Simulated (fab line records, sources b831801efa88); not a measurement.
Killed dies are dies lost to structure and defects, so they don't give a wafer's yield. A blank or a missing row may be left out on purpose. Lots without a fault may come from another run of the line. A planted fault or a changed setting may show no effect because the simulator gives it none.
fab line records | flow sky130
record lots=7 wafers=21 last_day=50
route steps=708 shown POLY_CUT@317 SD_P@320 PAD_OPEN@708
lots that met no fault: from a run of the same line without faults
start_h: hours from the record's first day to the start of the lot's first wafer shown | wait_h: hours since the lot's step before | " the same as in the row above | L1.1+2: a row that stands for several wafers | - no value, or no start given | * or withheld: withheld | < > ~ a bound
route shown NAME@n: a module of which the file shows steps, and the number in the route of the first | usual: mean/standard deviation of fault-free wafers | same: alike in all rows | chamber/n: place in a boat | sites: the reading at each site | _std_site: their standard deviation | _edge_site: outer sites' mean less inner sites' | radius_mm: how far each site lies from the wafer's centre | mask NAME#n: copy n | behind: the tool/chamber that last shaped the wafer | hold: why the lot was held/for how many hours/how that ended | device: the transistor (n, p or np) that didn't switch | end of line: the same wafers' tests at the end of the route | a step without rows: its recipe alone | killed: dies lost to structure and defects at the first sort, not the wafer's yield | map: a wafer's dies, x killed, . not, _ none there
set.NAME: the setting as run; set.NAME@STEP: as run at that earlier step | model.NAME: the simulator's own value behind a step, which no gauge read
lots at some steps of the route; a table a step, a row a wafer
services: from which hour (start_h, from the record's first day; less than 0 if before it) a tool's chamber was out of use, for how many hours, and why
## steps
# step SKY_POLY_CUT_ETCH_10
# recipe chemistry=N2/H2 target=BARC ion_energy_ev=200 source_w=500 bias_w=100 pressure_mtorr=30 n2_flow_sccm=100 h2_flow_sccm=200 stop_on=SiO2 time_s=45.9 target_depth_a=600
# usual drypump_motor_current_A=5.6/0.41 oes_product_au=0.855/0.004 throttle_valve_pct=13.225/0.0096
# columns lot.wafer tool chamber start_h wait_h drypump_motor_current_A oes_product_au rf_hours_counter_h throttle_valve_pct
L107.1 rie_diel-04 0 563.90 0.0 5.6 0.847 0 13.228
L107.3 " 2 " " 6.0 0.857 42 13.223
L107.4 " 2 " " 6.1 0.858 - 13.212
L112.2 rie_diel-01 1 616.65 0.0 4.9 0.860 11 13.225
L112.3 " 3 " " 5.5 0.853 4 13.233
L112.4 " 3 " " 5.5 0.855 - 13.224
L111.1 rie_diel-01 2 619.05 0.0 5.6 0.856 9 13.233
L111.2 " 1 " " 4.9 0.859 11 13.228
L111.6 " 3 " " 5.5 0.850 - 13.220
L113.1 rie_diel-04 1 627.14 0.0 5.2 0.850 10 13.217
L113.4 " 2 " " 6.1 0.855 43 13.234
L113.6 " 2 " " 6.1 0.853 - 13.217
L122.1 rie_diel-01 3 689.10 0.0 5.5 0.856 6 13.221
L122.4 " 2 " " 5.6 0.856 11 13.233
L122.6 " 2 " " 5.6 0.854 - 13.221
L124.1 rie_diel-04 0 709.09 0.0 5.5 0.856 4 13.217
L124.2 " 2 " " 6.1 0.859 45 13.215
L124.3 " 1 " " 5.1 0.854 12 13.233
L127.1 rie_diel-01 0 745.68 0.0 5.6 0.850 10 13.225
L127.3 " 1 " " 4.9 0.850 14 13.219
L127.6 " 3 " " 5.5 0.855 - 13.231
# step SKY_POLY_CUT_ETCH_11
# recipe target=Si3N4 chemistry=CF4/CH2F2/Ar stop_on=poly-Si source_w=600 bias_w=150 pressure_mtorr=40 cf4_flow_sccm=40 ch2f2_flow_sccm=20 Ar_flow_sccm=150 time_s=42.5 target_depth_a=600
# usual drypump_motor_current_A=5.6/0.41 oes_product_au=0.829/0.0064 throttle_valve_pct=14.996/0.0093
# columns lot.wafer tool chamber start_h wait_h drypump_motor_current_A oes_product_au rf_hours_counter_h throttle_valve_pct
L107.1 rie_diel-04 0 563.95 0.0 5.6 0.834 0 15.000
L107.3 " 2 " " 6.1 0.833 42 14.990
L107.4 " 2 " " 6.1 0.832 - 14.986
L112.2 rie_diel-01 1 616.70 0.0 4.9 0.837 11 14.988
L112.3 " 3 " " 5.6 0.826 4 14.987
L112.4 " 3 " " 5.5 0.826 - 14.991
L111.1 rie_diel-01 2 619.10 0.0 5.6 0.831 9 14.996
L111.2 " 1 " " 4.9 0.833 11 15.009
L111.6 " 3 " " 5.5 0.831 - 14.997
L113.1 rie_diel-04 1 627.19 0.0 5.1 0.829 10 14.999
L113.4 " 2 " " 6.1 0.822 43 15.007
L113.6 " 2 " " 6.1 0.834 - 14.989
L122.1 rie_diel-01 3 689.15 0.0 5.5 0.835 6 14.979
L122.4 " 2 " " 5.6 0.833 11 15.019
L122.6 " 2 " " 5.6 0.829 - 14.989
L124.1 rie_diel-04 0 709.14 0.0 5.6 0.827 4 14.993
L124.2 " 2 " " 6.0 0.831 45 15.001
L124.3 " 1 " " 5.1 0.825 12 14.993
L127.1 rie_diel-01 0 745.72 0.0 5.6 0.832 10 15.002
L127.3 " 1 " " 5.0 0.832 14 15.011
L127.6 " 3 " " 5.5 0.833 - 14.997
# step SKY_POLY_CUT_STRIP_12
# recipe chemistry=O2/N2 power_w=1400 pressure_mtorr=1500 platen_temp_c=withheld o2_flow_sccm=3000 n2_flow_sccm=300 overash_fraction=0.5
# usual drypump_motor_current_A=5.6/0.36 oes_product_au=0.453/0.0048 strip_time_to_endpoint_s=5.364/0.013
# columns lot.wafer tool chamber start_h wait_h drypump_motor_current_A oes_product_au rf_hours_counter_h strip_time_to_endpoint_s
L107.1 plasma_asher-02 1 563.99 0.0 5.7 0.458 13 5.367
L107.3 " 0 " " 4.8 0.449 - 5.356
L107.4 " 1 " " 5.7 0.458 - 5.365
L112.2 plasma_asher-04 1 616.74 0.0 5.6 0.454 93 5.378
L112.3 " 0 " " 5.4 0.450 - 5.358
L112.4 " 1 " " 5.6 0.450 - 5.374
L111.1 plasma_asher-03 0 619.14 0.0 5.9 0.450 46 5.332
L111.2 " 1 " " 5.7 0.445 46 5.330
L111.6 " 0 " " 5.9 0.463 - 5.360
L113.1 plasma_asher-02 0 627.23 0.0 4.9 0.451 20 5.344
L113.4 " 0 " " 4.8 0.461 - 5.375
L113.6 " 1 " " 5.7 0.455 - 5.356
L122.1 plasma_asher-03 0 689.19 0.0 6.0 0.448 53 5.359
L122.4 " 1 " " 5.7 0.456 - 5.336
L122.6 " 1 " " 5.7 0.448 - 5.367
L124.1 plasma_asher-03 1 709.18 0.0 5.7 0.461 55 5.357
L124.2 " 0 " " 6.0 0.447 55 5.371
L124.3 " 1 " " 5.7 0.447 - 5.388
L127.1 plasma_asher-04 0 745.76 0.0 5.4 0.457 0 5.362
L127.3 " 0 " " 5.4 0.456 - 5.354
L127.6 " 1 " " 5.6 0.452 - 5.369
# step SKY_SD_P_DEHYDRATE_00
# recipe temp_c=200 time_s=60
# step SKY_SD_P_HMDS_01
# recipe prime_time_s=60 prime_temp_c=120
# step SKY_SD_P_COAT_02
# recipe resist=NOVOLAK spin_rpm=3000 resist_thk_nm=1140
# step SKY_SD_P_SOFTBAKE_03
# recipe temp_c=90 time_s=60 resist=NOVOLAK
# step SKY_SD_P_EXPOSE_04
# recipe mask_id=PSDM na=0.6 source_shape=conventional sigma_outer=0.6 polarization=unpolarized target_cd_nm=380 dose_mj=138
# step SKY_SD_P_PEB_05
# recipe temp_c=withheld time_s=* resist=NOVOLAK
# step SKY_SD_P_DEVELOP_06
# recipe resist=NOVOLAK developer=TMAH develop_time_s=60 dev_temp_c=23
# step SKY_SD_P_CD_MEAS_07
# recipe target_cd_nm=380
# usual cd_nm=379.2/2.6
# columns lot.wafer tool chamber start_h wait_h cd_nm
L107.1 cd_sem-01 - 593.30 0.1 381.3
L107.3 " - " " 379.3
L107.4 " - " " 382.5
L112.2 cd_sem-01 - 645.87 0.1 375.9
L112.3 " - " " 375.3
L112.4 " - " " 379.2
L111.1 cd_sem-02 - 648.41 0.1 381.5
L111.2 " - " " 379.3
L111.6 " - " " 379.8
L113.1 cd_sem-01 - 655.91 0.1 380.5
L113.4 " - " " 383.1
L113.6 " - " " 380.7
L122.1 cd_sem-02 - 717.34 0.1 380.1
L122.4 " - " " 380.4
L122.6 " - " " 379.8
L124.1 cd_sem-01 - 737.40 0.1 375.1
L124.2 " - " " 373.8
L124.3 " - " " 375.5
L127.1 cd_sem-01 - 772.96 0.1 383.1
L127.3 " - " " 382.9
L127.6 " - " " 382.7
# step SKY_SD_P_OVL_MEAS_08
# usual SD_P_OVL=-2.4/1.3
# columns lot.wafer tool chamber start_h wait_h SD_P_OVL[nm]
L107.1 overlay-01 - 593.42 0.1 -2.9
L107.3 " - " " -2.0
L107.4 " - " " -2.3
L112.2 overlay-01 - 645.97 0.1 -0.6
L112.3 " - " " -1.8
L112.4 " - " " -2.8
L111.1 overlay-01 - 648.53 0.1 -0.9
L111.2 " - " " -1.2
L111.6 " - " " -2.6
L113.1 overlay-02 - 656.03 0.1 -3.6
L113.4 " - " " -2.3
L113.6 " - " " -1.8
L122.1 overlay-02 - 717.46 0.1 -2.5
L122.4 " - " " -1.9
L122.6 " - " " -2.6
L124.1 overlay-02 - 737.52 0.1 -1.8
L124.2 " - " " -1.5
L124.3 " - " " -4.2
L127.1 overlay-02 - 773.08 0.1 -4.8
L127.3 " - " " -5.3
L127.6 " - " " -3.9
# step SKY_SD_P_IMPLANT_09
# recipe species=BF2 energy_kev=20 dose_cm2=3e+15 tilt_deg=0
# usual beam_energy_keV=20.000/0.0063 dose_ions_cm2=2.999e+15/3.1e+12 end_station_pressure_torr=1.39e-05/1e-06
# columns lot.wafer tool chamber start_h wait_h beam_energy_keV dose_ions_cm2 end_station_pressure_torr
L107.1 implanter-04 0 593.45 0.0 19.991 3.001e+15 1.45e-05
L107.3 " 0 " " 20.003 2.997e+15 1.39e-05
L107.4 " 0 " " 20.002 3.002e+15 1.46e-05
L112.2 implanter-04 0 646.03 0.0 19.998 3.072e+15 1.4e-05
L112.3 " 0 " " 19.989 3.074e+15 1.37e-05
L112.4 " 0 " " 19.989 3.076e+15 1.36e-05
L111.1 implanter-04 0 648.56 0.0 20.004 3.078e+15 1.39e-05
L111.2 " 0 " " 20.007 3.08e+15 1.36e-05
L111.6 " 0 " " 20.006 3.072e+15 1.29e-05
L113.1 implanter-04 0 656.06 0.0 20.007 3.08e+15 1.46e-05
L113.4 " 0 " " 20.015 3.079e+15 1.36e-05
L113.6 " 0 " " 20.000 3.074e+15 1.4e-05
L122.1 implanter-04 0 717.49 0.0 19.999 2.999e+15 1.38e-05
L122.4 " 0 " " 19.998 3.002e+15 1.46e-05
L122.6 " 0 " " 19.996 3.002e+15 1.42e-05
L124.1 implanter-02 0 737.55 0.0 20.002 2.999e+15 1.34e-05
L124.2 " 0 " " 19.999 2.998e+15 1.36e-05
L124.3 " 0 " " 20.010 2.998e+15 1.37e-05
L127.1 implanter-04 0 773.11 0.0 20.002 3.002e+15 1.3e-05
L127.3 " 0 " " 20.000 3.001e+15 1.49e-05
L127.6 " 0 " " 20.007 3.001e+15 1.39e-05
# step SKY_SD_P_STRIP_10
# recipe chemistry=O2/N2 power_w=1400 pressure_mtorr=1500 platen_temp_c=withheld o2_flow_sccm=3000 n2_flow_sccm=300 overash_fraction=0.5
# usual drypump_motor_current_A=5.8/0.45 oes_product_au=0.617/0.0044 strip_time_to_endpoint_s=17.50/0.031
# columns lot.wafer tool chamber start_h wait_h drypump_motor_current_A oes_product_au rf_hours_counter_h strip_time_to_endpoint_s
L107.1 plasma_asher-02 0 593.60 0.1 4.8 0.610 16 17.44
L107.3 " 1 " " 5.7 0.629 - 17.48
L107.4 " 0 " " 4.8 0.616 - 17.44
L112.2 plasma_asher-04 1 646.15 0.1 5.6 0.617 96 17.57
L112.3 " 1 " " 5.6 0.611 - 17.56
L112.4 " 0 " " 5.4 0.607 - 17.53
L111.1 plasma_asher-04 0 648.71 0.1 5.4 0.619 96 17.54
L111.2 " 1 " " 5.6 0.615 96 17.61
L111.6 " 1 " " 5.6 0.616 - 17.51
L113.1 plasma_asher-04 0 656.21 0.1 5.4 0.622 97 17.53
L113.4 " 1 " " 5.6 0.623 - 17.53
L113.6 " 0 " " 5.4 0.613 - 17.51
L122.1 plasma_asher-02 0 717.64 0.1 4.9 0.623 28 17.43
L122.4 " 1 " " 5.7 0.613 - 17.46
L122.6 " 1 " " 5.7 0.620 - 17.51
L124.1 plasma_asher-01 1 737.70 0.1 6.3 0.612 95 17.50
L124.2 " 0 " " 6.2 0.615 95 17.49
L124.3 " 0 " " 6.2 0.619 - 17.52
L127.1 plasma_asher-02 1 773.26 0.1 5.7 0.619 34 17.51
L127.3 " 0 " " 4.9 0.627 - 17.52
L127.6 " 1 " " 5.7 0.616 - 17.45
# step SKY_PAD_OPEN_PROBE_99
# usual killed_at_M0_to_M3=42/7.4 killed_at_M4_up=3.3/2.1 killed_at_contacts=24/5.3 killed_at_front_end=15/4.5 killed_at_other=0.3/0.57 killed_dies=84/10 killed_open=46/7.5 killed_short=38/6.4
# same gross_dies=492 killed_at_back_side=0
# columns lot.wafer tool chamber start_h wait_h killed_at_M0_to_M3 killed_at_M4_up killed_at_contacts killed_at_front_end killed_at_other killed_dies killed_open killed_short
L107.1 prober-01 - 1075.59 0.1 42 10 26 14 0 92 54 38
L107.3 prober-01 - 1075.69 0.2 42 6 26 22 0 96 59 35
L107.4 prober-01 - 1075.74 0.2 30 4 23 15 0 72 41 31
L112.2 prober-02 - 1115.08 0.1 45 1 29 5 0 80 50 29
L112.3 prober-02 - 1115.13 0.2 23 3 25 6 0 57 35 22
L112.4 prober-02 - 1115.18 0.2 41 5 22 13 0 81 39 42
L111.1 prober-01 - 1118.94 0.1 41 6 20 6 2 75 41 34
L111.2 prober-01 - 1118.99 0.1 51 5 26 20 0 102 51 51
L111.6 prober-01 - 1119.19 0.2 44 8 21 12 1 86 41 45
L122.4 prober-01 - 1164.77 0.2 36 3 31 19 0 89 53 34
L122.6 prober-01 - 1164.87 0.2 36 3 23 14 0 76 41 35
# killed by level:class
L107.1 LI_CONTACT:geometric_particle:open=10 VIA3:geometric_particle:open=10 VIA1:geometric_particle:open=8 VIA2:geometric_particle:open=8 METAL4:geometric_particle:short=8 CONTACT:geometric_particle:open=7 POLY_GATE:geometric_particle:open=6 VIA1:geometric_particle:short=5
L107.3 VIA1:geometric_particle:open=12 CONTACT:geometric_particle:open=9 VIA3:geometric_particle:open=8 LI_CONTACT:geometric_particle:open=7 POLY_GATE:geometric_particle:open=6 LOCAL_INTERCONNECT:geometric_particle:short=6 METAL4:geometric_particle:short=6 FIELD_ISO:geometric_particle:open=5
L107.4 LI_CONTACT:geometric_particle:open=9 VIA1:geometric_particle:open=9 FIELD_ISO:geometric_particle:short=6 FIELD_ISO:geometric_particle:open=5 CONTACT:geometric_particle:short=5 CONTACT:geometric_particle:open=5 VIA2:geometric_particle:short=3 METAL4:geometric_particle:open=3
L112.2 VIA1:geometric_particle:open=12 VIA2:geometric_particle:open=12 CONTACT:geometric_particle:open=11 METAL2:geometric_particle:short=7 VIA3:geometric_particle:open=6 CONTACT:geometric_particle:short=5 LI_CONTACT:geometric_particle:open=4 LOCAL_INTERCONNECT:geometric_particle:short=4
L112.3 LI_CONTACT:geometric_particle:open=12 CONTACT:geometric_particle:open=10 METAL2:geometric_particle:short=4 POLY_GATE:geometric_particle:open=3 METAL1:geometric_particle:short=3 VIA1:geometric_particle:open=3 METAL3:geometric_particle:short=3 VIA3:geometric_particle:open=3
L112.4 VIA2:geometric_particle:open=11 VIA1:geometric_particle:open=10 CONTACT:geometric_particle:short=9 METAL1:geometric_particle:short=5 METAL4:geometric_particle:short=5 LI_CONTACT:geometric_particle:open=4 CONTACT:geometric_particle:open=4 VIA2:geometric_particle:short=4
L111.1 LI_CONTACT:geometric_particle:open=8 VIA2:geometric_particle:open=8 VIA1:geometric_particle:open=8 CONTACT:geometric_particle:open=6 VIA2:geometric_particle:short=6 LOCAL_INTERCONNECT:geometric_particle:short=4 VIA3:geometric_particle:short=3 METAL1:geometric_particle:short=3
L111.2 CONTACT:geometric_particle:open=11 VIA1:geometric_particle:open=10 METAL1:geometric_particle:short=9 VIA2:geometric_particle:open=8 VIA3:geometric_particle:open=7 FIELD_ISO:geometric_particle:short=6 LI_CONTACT:geometric_particle:short=6 VIA1:geometric_particle:short=6
L111.6 CONTACT:geometric_particle:open=9 METAL1:geometric_particle:short=8 VIA1:geometric_particle:open=8 VIA3:geometric_particle:open=7 VIA1:geometric_particle:short=7 METAL4:geometric_particle:short=6 LI_CONTACT:geometric_particle:open=5 FIELD_ISO:geometric_particle:short=4
L122.4 CONTACT:geometric_particle:open=9 LI_CONTACT:geometric_particle:open=9 VIA2:geometric_particle:open=9 POLY_GATE:geometric_particle:open=5 VIA1:geometric_particle:open=5 FIELD_ISO:geometric_particle:open=4 LOCAL_INTERCONNECT:geometric_particle:short=4 CONTACT:geometric_particle:short=4
L122.6 CONTACT:geometric_particle:open=8 LI_CONTACT:geometric_particle:open=6 VIA1:geometric_particle:open=6 VIA2:geometric_particle:open=6 VIA3:geometric_particle:open=5 METAL1:geometric_particle:short=5 POLY_GATE:geometric_particle:short=4 CONTACT:geometric_particle:short=4
## services
# columns tool chamber start_h hours kind
rie_diel-04 3 548.43 - clean
rie_diel-04 3 548.43 23.6 scheduled_down
rie_diel-04 3 548.43 23.6 vent_cycle
implanter-04 - 552.97 1.3 repair
plasma_asher-03 - 594.60 5.3 repair
rie_diel-04 - 604.55 1.0 repair
rie_diel-01 0 607.92 13.9 repair
rie_diel-01 3 608.68 4.2 repair
implanter-02 - 620.08 9.0 repair
rie_diel-01 0 622.67 9.8 repair
rie_diel-04 - 631.94 0.4 repair
rie_diel-01 3 634.01 9.6 repair
plasma_asher-01 - 637.24 0.8 repair
rie_diel-04 - 645.28 2.8 pm
rie_diel-04 - 654.56 10.0 pm
implanter-04 - 669.11 4.3 repair
rie_diel-01 0 675.83 2.0 repair
plasma_asher-02 - 698.96 1.4 repair
plasma_asher-04 - 727.57 0.4 repair
plasma_asher-04 - 733.75 9.0 pm
plasma_asher-03 - 743.87 2.8 pm
implanter-04 - 750.41 3.5 pm
rie_diel-04 2 754.34 - clean
plasma_asher-03 - 772.51 3.8 repair
## key
first_sign step=SKY_SD_P_IMPLANT_09 reading=dose_ions_cm2 direction=up sigmas=25 usual=* struck=*
effect none on later readings
met_at SKY_SD_P_IMPLANT_09
struck_wafers L111.1,L111.2,L111.6,L112.2,L112.3,L112.4,L113.1,L113.4,L113.6
tester_left_out L111,L112,L113
onset_between 593.45 646.03
fault kind=process_parameter_drift tool=implanter-04 chamber=- onset_h=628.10 steps=SKY_SD_P_IMPLANT_09 channel=dose_cm2 offset=* shape=step end_h=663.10 acts_in=* stated=*
# tester_left_out: of these lots the tester's yield and bins aren't shown, on N5 and GAA mostly nor the transistor test; their killed dies are dies lost to structure and defects alone, not to doping, threshold or leakage, so they don't give the yield
